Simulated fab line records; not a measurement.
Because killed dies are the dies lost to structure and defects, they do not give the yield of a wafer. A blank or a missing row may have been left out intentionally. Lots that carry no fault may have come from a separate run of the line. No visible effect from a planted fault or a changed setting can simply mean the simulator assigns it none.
fab line records ; flow sky130
[record] lots = 6; wafers = 14; lastDay = 50
route steps=708 shown CONTACT@426 METAL1@434 PAD_OPEN@708
lots that met no fault: taken from a fault-free run of the same line
startH: hours from the record's first day to the start of the lot's first wafer shown ; waitH: hours since the lot's step before ; " unchanged from the row above ; L1.1+2: several wafers, shown together as one row ; - no value present, or no start provided ; * or withheld: withheld ; < > ~ a bound
route shown NAME@n: a module of which the file shows steps, and the number in the route of the first ; usual: mean/standard deviation of fault-free wafers ; same: alike in all rows ; chamber/n: place in a boat ; sites: the reading at each site ; _std_site: standard deviation of those values ; _edge_site: the outer-site mean with the inner-site mean subtracted ; radiusMm: for every site, how far away it sits from the centre of the wafer ; mask NAME#n: copy n ; behind: the last tool/chamber to shape the wafer ; hold: cause of the lot's hold/its duration in hours/its outcome ; device: whichever transistor did not switch (one of n, p or np) ; end of line: the route-end tests of the same wafers ; a step without rows: its recipe alone ; killed: count of dies lost to structure and defects at first sort (not the wafer's yield) ; map: a wafer's dies, marking killed ones x, the rest . and places with no die _
set.NAME: the setting as run; set.NAME@STEP: as run at that earlier step ; model.NAME: the simulator's own value behind a step, which no gauge read
certain route steps with their lots: each step a table, each wafer a row
services: when a tool's chamber went out of use (startH, in hours from the record's first day, below 0 if earlier), for how many hours, and the reason
[[steps]]
[step SKY_CONTACT_STRIP_20]
[recipe] chemistry = postEtchResidueRemover; timeS = 1200; tempC = 72.5
[step SKY_CONTACT_CLEAN_21]
[recipe] chemistry = IPA; timeS = 180; tempC = 25
[step SKY_CONTACT_CLEAN_22]
[recipe] chemistry = O3/DIW; dry = n2Spin
[step SKY_CONTACT_SPUTTER_23]
[recipe] material = TiN; targetThkNm = 20; chamberPressurePa = 5; powerW = 4000; timeS = 80
[usual] throttleValvePct = 29.9/1.1
lot.wafer;tool;chamber;startH;waitH;throttleValvePct
L667.1;pvdSputter-02;-;757.23;0.0;30.9
L667.3;pvdSputter-02;-;757.23;0.0;32.1
L667.6;pvdSputter-02;-;757.23;0.0;32.3
L670.1;pvdSputter-03;-;809.33;0.0;31.1
L670.3;pvdSputter-03;-;809.33;0.0;30.3
L670.5;pvdSputter-03;-;809.33;0.0;30.0
L675.1;pvdSputter-03;-;829.78;0.0;30.9
L679.4;pvdSputter-01;-;867.56;0.0;30.7
L682.2;pvdSputter-03;-;878.56;0.0;31.2
L682.3;pvdSputter-03;-;878.56;0.0;30.0
L682.4;pvdSputter-03;-;878.56;0.0;28.0
L684.3;pvdSputter-01;-;883.36;0.0;30.8
L684.4;pvdSputter-01;-;883.36;0.0;30.1
L684.5;pvdSputter-01;-;883.36;0.0;31.1
[step SKY_CONTACT_CVD_24]
[recipe] material = W; targetThkNm = 340; timeS = 102.12; tempC = 400; pressureTorr = 40
[step SKY_CONTACT_RS_MEAS_25]
[recipe] thkMeasGauge = four-point-probe; reads = W_of_CONTACT_CVD_24+TiN_of_CONTACT_SPUTTER_23
[usual] CONTACT_W_RS = 0.337/0.0044
lot.wafer;tool;chamber;startH;waitH;CONTACT_W_RS[ohm/sq]
L667.1;filmMetro-04;-;757.40;0.1;0.339
L667.3;filmMetro-04;-;757.40;0.1;0.341
L667.6;filmMetro-04;-;757.40;0.1;0.339
L670.1;filmMetro-04;-;809.50;0.1;0.339
L670.3;filmMetro-04;-;809.50;0.1;0.338
L670.5;filmMetro-04;-;809.50;0.1;0.344
L675.1;filmMetro-02;-;829.95;0.1;0.330
L679.4;filmMetro-02;-;867.79;0.1;0.342
L682.2;filmMetro-01;-;878.75;0.1;0.340
L682.3;filmMetro-01;-;878.75;0.1;0.341
L682.4;filmMetro-01;-;878.75;0.1;0.343
L684.3;filmMetro-04;-;883.57;0.1;0.333
L684.4;filmMetro-04;-;883.57;0.1;0.336
L684.5;filmMetro-04;-;883.57;0.1;0.341
[step SKY_CONTACT_THK_MEAS_26]
[recipe] thkMeasGauge = xrf; reads = W_of_CONTACT_CVD_24
[usual] CONTACT_W_THK = 351/9
lot.wafer;tool;chamber;startH;waitH;CONTACT_W_THK[nm]
L667.1;filmMetro-04;-;757.52;0.1;348
L667.3;filmMetro-04;-;757.52;0.1;344
L667.6;filmMetro-04;-;757.52;0.1;347
L670.1;filmMetro-04;-;809.62;0.1;347
L670.3;filmMetro-04;-;809.62;0.1;348
L670.5;filmMetro-04;-;809.62;0.1;341
L675.1;filmMetro-02;-;830.07;0.1;352
L679.4;filmMetro-02;-;867.88;0.1;338
L682.2;filmMetro-01;-;878.86;0.1;359
L682.3;filmMetro-01;-;878.86;0.1;360
L682.4;filmMetro-01;-;878.86;0.1;357
L684.3;filmMetro-04;-;883.67;0.1;359
L684.4;filmMetro-04;-;883.67;0.1;356
L684.5;filmMetro-04;-;883.67;0.1;351
[step SKY_CONTACT_CMP_27]
[recipe] stopOn = SiO2; tOverpolishS = 15; downForcePsi = 3.5; platenRpm = 60; targetThkNm = 0; padVelocityMS = 0.94248
[step SKY_METAL1_SPUTTER_00]
[recipe] material = Ti; targetThkNm = 15; powerW = 3000; timeS = 10; chamberPressurePa = 0.4
[usual] throttleValvePct = 30.1/1.4
lot.wafer;tool;chamber;startH;waitH;throttleValvePct
L667.1;pvdSputter-04;-;757.88;0.2;31.4
L667.3;pvdSputter-04;-;757.88;0.2;33.1
L667.6;pvdSputter-04;-;757.88;0.2;31.4
L670.1;pvdSputter-01;-;809.98;0.2;30.3
L670.3;pvdSputter-01;-;809.98;0.2;28.2
L670.5;pvdSputter-01;-;809.98;0.2;29.9
L675.1;pvdSputter-04;-;830.43;0.2;31.3
L679.4;pvdSputter-04;-;868.21;0.1;31.3
L682.2;pvdSputter-01;-;879.21;0.2;29.7
L682.3;pvdSputter-01;-;879.21;0.2;30.0
L682.4;pvdSputter-01;-;879.21;0.2;28.5
L684.3;pvdSputter-03;-;884.01;0.2;30.2
L684.4;pvdSputter-03;-;884.01;0.2;31.1
L684.5;pvdSputter-03;-;884.01;0.2;30.0
[step SKY_METAL1_SPUTTER_01]
[recipe] material = TiN; targetThkNm = 20; powerW = 6500; timeS = 16.7; chamberPressurePa = 0.4
[step SKY_METAL1_SPUTTER_02]
[recipe] material = AlCu; targetThkNm = 250; powerW = 10600; timeS = 13.3; chamberPressurePa = 0.4
[step SKY_METAL1_SPUTTER_03]
[recipe] material = Ti; targetThkNm = 5; powerW = 3000; timeS = 3.3; chamberPressurePa = 0.4
[usual] throttleValvePct = 30.1/1.5
lot.wafer;tool;chamber;startH;waitH;throttleValvePct
L667.1;pvdSputter-04;-;757.95;0.0;31.2
L667.3;pvdSputter-04;-;757.95;0.0;33.0
L667.6;pvdSputter-04;-;757.95;0.0;31.5
L670.1;pvdSputter-01;-;810.05;0.0;30.3
L670.3;pvdSputter-01;-;810.05;0.0;28.4
L670.5;pvdSputter-01;-;810.05;0.0;29.8
L675.1;pvdSputter-04;-;830.50;0.0;31.5
L679.4;pvdSputter-04;-;868.28;0.0;31.3
L682.2;pvdSputter-01;-;879.28;0.0;29.9
L682.3;pvdSputter-01;-;879.28;0.0;29.9
L682.4;pvdSputter-01;-;879.28;0.0;28.4
L684.3;pvdSputter-03;-;884.08;0.0;29.8
L684.4;pvdSputter-03;-;884.08;0.0;30.9
L684.5;pvdSputter-03;-;884.08;0.0;30.2
[step SKY_METAL1_SPUTTER_04]
[recipe] material = TiN; targetThkNm = 70; powerW = 6500; timeS = 58.3; chamberPressurePa = 0.4
[usual] throttleValvePct = 30.1/1.5
lot.wafer;tool;chamber;startH;waitH;throttleValvePct;model.TiN_of_METAL1_SPUTTER_04.thkNm
L667.1;pvdSputter-04;-;757.97;0.0;31.6;69.7
L667.3;pvdSputter-04;-;757.97;0.0;33.1;69.38
L667.6;pvdSputter-04;-;757.97;0.0;31.3;69.43
L670.1;pvdSputter-01;-;810.07;0.0;29.8;70.72
L670.3;pvdSputter-01;-;810.07;0.0;28.2;71.1
L670.5;pvdSputter-01;-;810.07;0.0;30.0;70.04
L675.1;pvdSputter-04;-;830.52;0.0;31.2;77.14
L679.4;pvdSputter-04;-;868.30;0.0;31.3;77.11
L682.2;pvdSputter-01;-;879.30;0.0;29.9;69.61
L682.3;pvdSputter-01;-;879.30;0.0;29.7;69.63
L682.4;pvdSputter-01;-;879.30;0.0;28.0;70.49
L684.3;pvdSputter-03;-;884.10;0.0;30.0;70.3
L684.4;pvdSputter-03;-;884.10;0.0;31.1;69.92
L684.5;pvdSputter-03;-;884.10;0.0;30.4;70.83
[step SKY_METAL1_RS_MEAS_05]
[recipe] thkMeasGauge = four-point-probe; reads = TiN_of_METAL1_SPUTTER_04+Ti_of_METAL1_SPUTTER_03+AlCu_of_METAL1_SPUTTER_02+TiN_of_METAL1_SPUTTER_01+Ti_of_METAL1_SPUTTER_00
[usual] METAL1_ALCU_RS = 0.1269/0.0016
lot.wafer;tool;chamber;startH;waitH;METAL1_ALCU_RS[ohm/sq]
L667.1;filmMetro-01;-;758.02;0.0;0.1276
L667.3;filmMetro-01;-;758.02;0.0;0.1263
L667.6;filmMetro-01;-;758.02;0.0;0.1277
L670.1;filmMetro-03;-;810.12;0.0;0.1262
L670.3;filmMetro-03;-;810.12;0.0;0.1281
L670.5;filmMetro-03;-;810.12;0.0;0.1269
L675.1;filmMetro-03;-;830.57;0.0;0.1266
L679.4;filmMetro-03;-;868.41;0.1;0.1257
L682.2;filmMetro-02;-;879.37;0.0;0.1267
L682.3;filmMetro-02;-;879.37;0.0;0.1259
L682.4;filmMetro-02;-;879.37;0.0;0.1267
L684.3;filmMetro-02;-;884.19;0.1;0.1282
L684.4;filmMetro-02;-;884.19;0.1;0.1307
L684.5;filmMetro-02;-;884.19;0.1;0.1302
[step SKY_METAL1_THK_MEAS_06]
[recipe] thkMeasGauge = xrf; reads = AlCu_of_METAL1_SPUTTER_02
[usual] METAL1_ALCU_THK = 252/3.4
lot.wafer;tool;chamber;startH;waitH;METAL1_ALCU_THK[nm]
L667.1;filmMetro-01;-;758.14;0.1;250
L667.3;filmMetro-01;-;758.14;0.1;253
L667.6;filmMetro-01;-;758.14;0.1;251
L670.1;filmMetro-03;-;810.24;0.1;255
L670.3;filmMetro-03;-;810.24;0.1;250
L670.5;filmMetro-03;-;810.24;0.1;253
L675.1;filmMetro-03;-;830.69;0.1;248
L679.4;filmMetro-03;-;868.50;0.1;249
L682.2;filmMetro-02;-;879.48;0.1;255
L682.3;filmMetro-02;-;879.48;0.1;254
L682.4;filmMetro-02;-;879.48;0.1;253
L684.3;filmMetro-02;-;884.29;0.1;249
L684.4;filmMetro-02;-;884.29;0.1;246
L684.5;filmMetro-02;-;884.29;0.1;248
[step SKY_METAL1_DEHYDRATE_07]
[recipe] tempC = 200; timeS = 60
[step SKY_METAL1_HMDS_08]
[recipe] primeTimeS = 60; primeTempC = 120
[step SKY_METAL1_COAT_09]
[recipe] resist = BARC; tempC = withheld; timeS = withheld; spinRpm = 3000; resistThkNm = 60
[step SKY_METAL1_COAT_10]
[recipe] resist = KrF-thick; spinRpm = 3000; resistThkNm = 450
[step SKY_METAL1_SOFTBAKE_11]
[recipe] tempC = 100; timeS = 90; resist = KrF-thick
[step SKY_METAL1_EXPOSE_12]
[recipe] maskId = MM1; na = 0.8; sourceShape = annular; sigmaInner = 0.55; sigmaOuter = 0.85; targetCdNm = 140; doseMj = 28
[step SKY_METAL1_PEB_13]
[recipe] pebTempC = withheld; pebTimeS = withheld; resist = KrF-thick
[step SKY_METAL1_DEVELOP_14]
[recipe] developTimeS = 60; resist = KrF-thick; devTempC = 21
[step SKY_METAL1_CD_MEAS_15]
[recipe] targetCdNm = 140
[usual] cdNm = 140.3/1.8
lot.wafer;tool;chamber;startH;waitH;cdNm
L667.1;cdSem-01;-;784.78;-;140.8
L667.3;cdSem-01;-;784.78;-;138.8
L667.6;cdSem-01;-;784.78;-;141.5
L670.1;cdSem-01;-;836.92;-;139.7
L670.3;cdSem-01;-;836.92;-;140.8
L670.5;cdSem-01;-;836.92;-;141.9
L675.1;cdSem-01;-;857.47;-;137.6
L679.4;cdSem-01;-;893.88;-;143.3
L682.2;cdSem-02;-;904.67;-;138.3
L682.3;cdSem-02;-;904.67;-;138.4
L682.4;cdSem-02;-;904.67;-;140.6
L684.3;cdSem-02;-;909.72;-;140.7
L684.4;cdSem-02;-;909.72;-;138.4
L684.5;cdSem-02;-;909.72;-;139.3
[step SKY_METAL1_OVL_MEAS_16]
[usual] METAL1_OVL = -1/5.4
lot.wafer;tool;chamber;startH;waitH;METAL1_OVL[nm]
L667.1;overlay-01;-;784.90;0.1;-14
L667.3;overlay-01;-;784.90;0.1;-13
L667.6;overlay-01;-;784.90;0.1;-17
L670.1;overlay-02;-;837.04;0.1;3
L670.3;overlay-02;-;837.04;0.1;8
L670.5;overlay-02;-;837.04;0.1;-6
L675.1;overlay-02;-;857.59;0.1;0
L679.4;overlay-02;-;893.96;0.1;2
L682.2;overlay-02;-;904.78;0.1;0
L682.3;overlay-02;-;904.78;0.1;-6
L682.4;overlay-02;-;904.78;0.1;-4
L684.3;overlay-02;-;909.81;0.1;-1
L684.4;overlay-02;-;909.81;0.1;-5
L684.5;overlay-02;-;909.81;0.1;-6
[step SKY_METAL1_DESCUM_17]
[recipe] chemistry = O2; sourcePowerW = 150; biasPowerW = 0; pressureMtorr = 10; tempC = 40; timeS = 8
[usual] drypumpMotorCurrentA = 5.8/0.54; oesProductAu = 1.003/0.011
lot.wafer;tool;chamber;startH;waitH;drypumpMotorCurrentA;oesProductAu;rfHoursCounterH
L667.1;rieMetal-03;0;784.93;0.0;4.9;0.991;14
L667.3;rieMetal-03;1;784.93;0.0;5.5;1.019;-
L667.6;rieMetal-03;0;784.93;0.0;4.9;0.996;-
L670.1;rieMetal-03;1;837.08;0.0;5.5;1.009;8
L670.3;rieMetal-03;1;837.08;0.0;5.5;1.012;-
L670.5;rieMetal-03;1;837.08;0.0;5.5;1.011;-
L675.1;rieMetal-01;1;857.63;0.0;5.6;0.977;5
L679.4;rieMetal-03;0;893.99;0.0;4.9;0.994;-
L682.2;rieMetal-04;0;904.81;0.0;5.5;1.017;4
L682.3;rieMetal-04;1;904.81;0.0;6.3;1.003;-
L682.4;rieMetal-04;0;904.81;0.0;5.5;1.008;-
L684.3;rieMetal-04;0;909.85;0.0;5.5;1.010;-
L684.4;rieMetal-04;1;909.85;0.0;6.3;0.997;-
L684.5;rieMetal-04;0;909.85;0.0;5.5;1.016;-
[step SKY_METAL1_ETCH_18]
[recipe] chemistry = N2/H2; target = BARC; ionEnergyEv = 200; biasW = 100; pressureMtorr = 30; n2FlowSccm = 100; h2FlowSccm = 200; icpW = 500; stopOn = SiO2; timeS = 45.9; targetDepthA = 600
[step SKY_METAL1_METAL_ETCH_19]
[recipe] targetDepthA = 3600; stopOn = SiO2; overEtchFrac = 0.3; timeS = 78; chemistry = Cl2/BCl3; resistSidewallDeg = 88; pressureMtorr = 10; icpW = 900; biasW = 48.5; Cl2_flow_sccm = 60; bcl3FlowSccm = 30
[step SKY_METAL1_STRIP_20]
[recipe] chemistry = O2/N2; powerW = 1400; pressureMtorr = 1500; platenTempC = withheld; o2FlowSccm = 3000; n2FlowSccm = 300; overashFraction = 0.5
[usual] drypumpMotorCurrentA = 5.60/0.22; n2FlowSccm = 300.1/0.87; o2FlowSccm = 2999/9.3; oesProductAu = 0.342/0.0054; stripTimeToEndpointS = 2.69/0.051
lot.wafer;tool;chamber;startH;waitH;drypumpMotorCurrentA;n2FlowSccm;o2FlowSccm;oesProductAu;rfHoursCounterH;stripTimeToEndpointS
L667.1;plasmaAsher-03;1;785.12;0.1;5.82;300.5;2993;0.340;35;2.69
L667.3;plasmaAsher-03;0;785.12;0.1;5.41;299.6;3013;0.339;-;2.63
L667.6;plasmaAsher-03;0;785.12;0.1;5.41;300.8;3015;0.346;-;2.72
L670.1;plasmaAsher-03;0;837.45;0.1;5.41;300.0;3014;0.331;41;2.64
L670.3;plasmaAsher-03;0;837.45;0.1;5.40;298.3;2996;0.334;-;2.62
L670.5;plasmaAsher-03;1;837.45;0.1;5.88;298.5;2998;0.336;-;2.62
L675.1;plasmaAsher-04;0;857.82;0.1;5.69;301.1;2999;0.347;75;2.71
L679.4;plasmaAsher-02;0;894.20;0.1;5.89;300.7;2996;0.340;-;2.73
L682.2;plasmaAsher-02;1;904.99;0.1;5.71;301.3;3010;0.334;13;2.60
L682.3;plasmaAsher-02;0;904.99;0.1;5.90;301.4;3001;0.343;-;2.73
L682.4;plasmaAsher-02;1;904.99;0.1;5.73;301.3;3013;0.348;-;2.64
L684.3;plasmaAsher-04;0;910.06;0.1;5.70;300.3;2997;0.332;-;2.58
L684.4;plasmaAsher-04;1;910.06;0.1;5.32;298.9;2984;0.336;-;2.63
L684.5;plasmaAsher-04;0;910.06;0.1;5.70;300.5;2980;0.328;-;2.58
[step SKY_METAL1_STRIP_21]
[recipe] chemistry = postEtchResidueRemover; timeS = 1200; tempC = 72.5
[usual] bathGuardTempC = 72.4/0.59
lot.wafer;tool;chamber;startH;waitH;bathGuardTempC;model.TiN_of_METAL1_SPUTTER_04.thkNm
L667.1;wetBench-01;3;785.22;0.1;72.1;69.28
L667.3;wetBench-01;3;785.22;0.1;72.3;68.96
L667.6;wetBench-01;3;785.22;0.1;72.5;69.01
L670.1;wetBench-02;3;837.55;0.1;71.9;70.3
L670.3;wetBench-02;3;837.55;0.1;72.2;70.68
L670.5;wetBench-02;3;837.55;0.1;72.2;69.62
L675.1;wetBench-04;0;857.92;0.1;72.1;76.72
L679.4;wetBench-04;3;894.26;0.0;72.7;76.69
L682.2;wetBench-01;0;905.09;0.1;72.5;69.19
L682.3;wetBench-01;0;905.09;0.1;72.5;69.21
L682.4;wetBench-01;0;905.09;0.1;72.3;70.06
L684.3;wetBench-04;3;910.14;0.0;72.9;69.88
L684.4;wetBench-04;3;910.14;0.0;72.5;69.5
L684.5;wetBench-04;3;910.14;0.0;72.5;70.41
[step SKY_METAL1_CLEAN_22]
[recipe] chemistry = IPA; timeS = 180; tempC = 25
[step SKY_PAD_OPEN_PROBE_99]
[usual] killed_at_M0_to_M3 = 42/6.2; killed_at_M4_up = 3.0/1.8; killedAtContacts = 25/5.9; killedAtFrontEnd = 15/4.5; killedAtOther = 0.2/0.45; killedDies = 85/9.9; killedOpen = 47/6.7; killedShort = 39/6.4
[same] grossDies = 492; killedAtBackSide = 0
lot.wafer;tool;chamber;startH;waitH;killed_at_M0_to_M3;killed_at_M4_up;killedAtContacts;killedAtFrontEnd;killedAtOther;killedDies;killedOpen;killedShort;model.etest.tipSonos.rsOhmSq;model.etest.sonosUncharged.rOnOhmUm;model.etest.tipSonos.rsOhmSqRange;model.etest.sonosErased.driveUaUm;model.etest.sonosErased.vtV;model.etest.sonosUncharged.vtV;model.etest.sonosBaked.vtV;model.etest.sonosProgrammed.vtV
L667.1;prober-01;-;1095.06;0.1;44;2;28;10;0;84;41;43;2630;814.5;51.17;171.4;-2.289;-0.422;0.9251;1.424
L667.3;prober-01;-;1095.16;0.2;40;5;25;15;0;85;49;36;2614;815.2;49.03;174.7;-2.333;-0.4157;0.9285;1.466
L667.6;prober-01;-;1095.31;0.2;39;5;28;15;0;87;51;36;2628;810.1;32.83;232.1;-2.369;-0.4535;0.9528;1.467
L670.1;prober-01;-;1133.40;0.1;39;3;16;12;0;70;34;36;2541;821.3;30.46;188.1;-2.258;-0.4537;0.969;1.441
L670.3;prober-01;-;1133.50;0.2;41;1;26;10;0;78;42;36;2574;794.6;41.66;158.3;-2.219;-0.4403;0.9602;1.467
L670.5;prober-01;-;1133.60;0.2;38;2;20;19;0;79;43;36;2573;800.9;50.49;183.4;-2.28;-0.4782;0.9926;1.492
L675.1;prober-02;-;1153.49;0.1;48;0;20;5;0;73;47;26;9838;957.6;127;129.2;-1.857;-0.1246;1.23;1.708
L679.4;prober-02;-;1176.93;0.2;33;4;25;7;0;69;43;26;1.021e+04;949.8;148.8;122.6;-1.822;-0.1783;1.084;1.545
L682.2;prober-02;-;1188.00;0.1;38;5;17;10;0;70;44;26;2609;817.9;60.54;171.8;-2.204;-0.4425;0.9279;1.395
L682.3;prober-02;-;1188.05;0.2;39;3;24;15;0;81;42;39;2638;803;44.89;170.6;-2.18;-0.461;0.9102;1.421
L682.4;prober-02;-;1188.10;0.2;34;4;18;17;0;73;43;30;2649;815;45.05;183.1;-2.177;-0.4448;0.852;1.261
L684.3;prober-02;-;1189.75;0.2;36;2;35;18;0;91;51;40;2663;805.5;30.73;199.4;-2.257;-0.4112;0.9688;1.455
L684.4;prober-02;-;1189.80;0.2;53;3;23;14;1;94;47;47;2665;801.7;20.75;186.4;-2.24;-0.4274;0.9589;1.413
L684.5;prober-02;-;1189.85;0.2;44;1;23;13;0;81;47;34;2669;801.1;31.38;161.5;-2.2;-0.4215;0.9875;1.47
// killed by level:class
L667.1 LI_CONTACT:geometricParticle:open=11 VIA1:geometricParticle:open=8 CONTACT:geometricParticle:open=8 VIA1:geometricParticle:short=6 LOCAL_INTERCONNECT:geometricParticle:short=5 POLY_GATE:geometricParticle:short=5 METAL2:geometricParticle:short=5 METAL3:geometricParticle:short=5
L667.3 VIA1:geometricParticle:open=14 CONTACT:geometricParticle:open=11 METAL2:geometricParticle:short=6 LI_CONTACT:geometricParticle:open=6 FIELD_ISO:geometricParticle:short=4 FIELD_ISO:geometricParticle:open=4 CONTACT:geometricParticle:short=4 VIA3:geometricParticle:open=4
L667.6 VIA1:geometricParticle:open=14 LI_CONTACT:geometricParticle:open=8 CONTACT:geometricParticle:open=8 LOCAL_INTERCONNECT:geometricParticle:short=6 VIA2:geometricParticle:open=6 FIELD_ISO:geometricParticle:open=5 VIA2:geometricParticle:short=4 FIELD_ISO:geometricParticle:short=4
L670.1 VIA1:geometricParticle:open=12 CONTACT:geometricParticle:open=7 METAL1:geometricParticle:short=7 METAL2:geometricParticle:short=7 LI_CONTACT:geometricParticle:open=5 FIELD_ISO:geometricParticle:short=4 POLY_GATE:geometricParticle:short=3 VIA1:geometricParticle:short=3
L670.3 CONTACT:geometricParticle:open=12 METAL1:geometricParticle:short=7 METAL2:geometricParticle:short=7 LI_CONTACT:geometricParticle:open=6 VIA1:geometricParticle:open=6 VIA1:geometricParticle:short=5 VIA2:geometricParticle:open=5 VIA3:geometricParticle:open=4
L670.5 VIA3:geometricParticle:open=10 LI_CONTACT:geometricParticle:open=7 CONTACT:geometricParticle:open=7 METAL2:geometricParticle:short=7 FIELD_ISO:geometricParticle:short=5 FIELD_ISO:geometricParticle:open=4 VIA2:geometricParticle:open=4 VIA2:geometricParticle:short=4
L675.1 VIA1:geometricParticle:open=14 VIA3:geometricParticle:open=10 CONTACT:geometricParticle:open=8 LI_CONTACT:geometricParticle:open=6 METAL3:geometricParticle:short=5 VIA3:geometricParticle:short=5 VIA1:geometricParticle:short=4 VIA2:geometricParticle:open=3
L679.4 CONTACT:geometricParticle:open=12 VIA1:geometricParticle:open=7 CONTACT:geometricParticle:short=5 VIA2:geometricParticle:open=5 LI_CONTACT:geometricParticle:open=4 VIA1:geometricParticle:short=4 VIA3:geometricParticle:short=4 VIA3:geometricParticle:open=4
L682.2 VIA1:geometricParticle:open=9 VIA2:geometricParticle:open=8 VIA3:geometricParticle:open=6 CONTACT:geometricParticle:open=6 METAL1:geometricParticle:short=5 FIELD_ISO:geometricParticle:open=4 LI_CONTACT:geometricParticle:open=4 VIA1:geometricParticle:short=4
L682.3 CONTACT:geometricParticle:open=10 VIA1:geometricParticle:open=9 VIA2:geometricParticle:open=8 CONTACT:geometricParticle:short=6 METAL2:geometricParticle:short=6 FIELD_ISO:geometricParticle:open=5 LOCAL_INTERCONNECT:geometricParticle:short=5 FIELD_ISO:geometricParticle:short=4
L682.4 VIA1:geometricParticle:open=9 FIELD_ISO:geometricParticle:open=7 CONTACT:geometricParticle:open=6 VIA2:geometricParticle:open=6 FIELD_ISO:geometricParticle:short=5 METAL3:geometricParticle:short=5 VIA3:geometricParticle:open=4 LOCAL_INTERCONNECT:geometricParticle:short=3
L684.3 LI_CONTACT:geometricParticle:open=10 CONTACT:geometricParticle:open=10 VIA1:geometricParticle:open=6 METAL2:geometricParticle:short=6 POLY_GATE:geometricParticle:open=5 LOCAL_INTERCONNECT:geometricParticle:short=5 METAL1:geometricParticle:short=5 VIA2:geometricParticle:open=5
L684.4 VIA2:geometricParticle:open=8 METAL2:geometricParticle:short=8 METAL1:geometricParticle:short=8 CONTACT:geometricParticle:open=7 VIA1:geometricParticle:open=7 VIA1:geometricParticle:short=6 POLY_GATE:geometricParticle:open=5 LI_CONTACT:geometricParticle:open=5
L684.5 VIA1:geometricParticle:open=12 CONTACT:geometricParticle:open=9 VIA2:geometricParticle:open=7 LOCAL_INTERCONNECT:geometricParticle:short=6 METAL3:geometricParticle:short=6 VIA3:geometricParticle:open=5 FIELD_ISO:geometricParticle:open=4 POLY_GATE:geometricParticle:short=3
[[services]]
tool;chamber;startH;hours;kind
plasmaAsher-02;-;733.75;9.0;pm
rieMetal-04;-;738.73;0.2;repair
rieMetal-03;0;765.40;2.7;repair
pvdSputter-01;-;768.24;0.6;repair
pvdSputter-03;0;774.17;-;consumableReplace:kit
pvdSputter-03;0;774.17;18.0;scheduledDown
pvdSputter-03;0;774.17;18.0;ventCycle
rieMetal-01;0;791.47;2.3;repair
rieMetal-03;0;793.30;23.4;repair
pvdSputter-04;0;794.49;-;consumableReplace:kit
pvdSputter-04;0;794.49;18.0;scheduledDown
pvdSputter-04;0;794.49;18.0;ventCycle
pvdSputter-02;-;797.67;4.1;repair
plasmaAsher-04;-;801.13;14.6;pm
rieMetal-04;-;812.01;2.8;pm
rieMetal-03;0;816.73;-;clean
rieMetal-03;0;816.73;22.0;scheduledDown
pvdSputter-02;-;817.51;1.0;repair
pvdSputter-01;-;819.52;3.0;repair
plasmaAsher-02;-;834.47;28.1;pm
plasmaAsher-03;-;844.57;17.3;repair
plasmaAsher-03;-;853.13;0.9;repair
rieMetal-04;1;877.20;5.1;repair
rieMetal-03;-;883.71;1.4;pm
[[key]]
firstSign none at tools or gauges
[modelEffect] step = SKY_METAL1_SPUTTER_04; value = TiN_of_METAL1_SPUTTER_04.thkNm; without = 70.14; struck = 77.12
[modelEffect] step = SKY_METAL1_STRIP_21; value = TiN_of_METAL1_SPUTTER_04.thkNm; without = 69.72; struck = 76.71
[modelEffect] step = SKY_PAD_OPEN_PROBE_99; value = etest.tipSonos.rsOhmSq; without = 2685; struck = 1.003e+04
metAt SKY_METAL1_SPUTTER_04
struckWafers L675.1,L679.4
testerLeftOut L675,L679
onsetBetween 757.97 830.52
alsoFits SKY_METAL1_SPUTTER_00:pvdSputter-04,SKY_METAL1_SPUTTER_03:pvdSputter-04
[earlierFault] kind = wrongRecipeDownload; tool = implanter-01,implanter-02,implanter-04; chamber = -; onsetH = 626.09; steps = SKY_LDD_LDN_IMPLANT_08; wrongRecipe.notListed = 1
[fault] kind = processParameterDrift; tool = pvdSputter-04; chamber = -; onsetH = 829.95; steps = SKY_METAL1_SPUTTER_04; channel = timeS; offset = *; shape = step; actsIn = *; stated = *; scope = struckWafersOnly
// testerLeftOut: of these lots the tester's yield and bins aren't shown, on N5 and GAA mostly nor the transistor test; their killed dies are dies lost to structure and defects alone, not to doping, threshold or leakage, so they don't give the yield
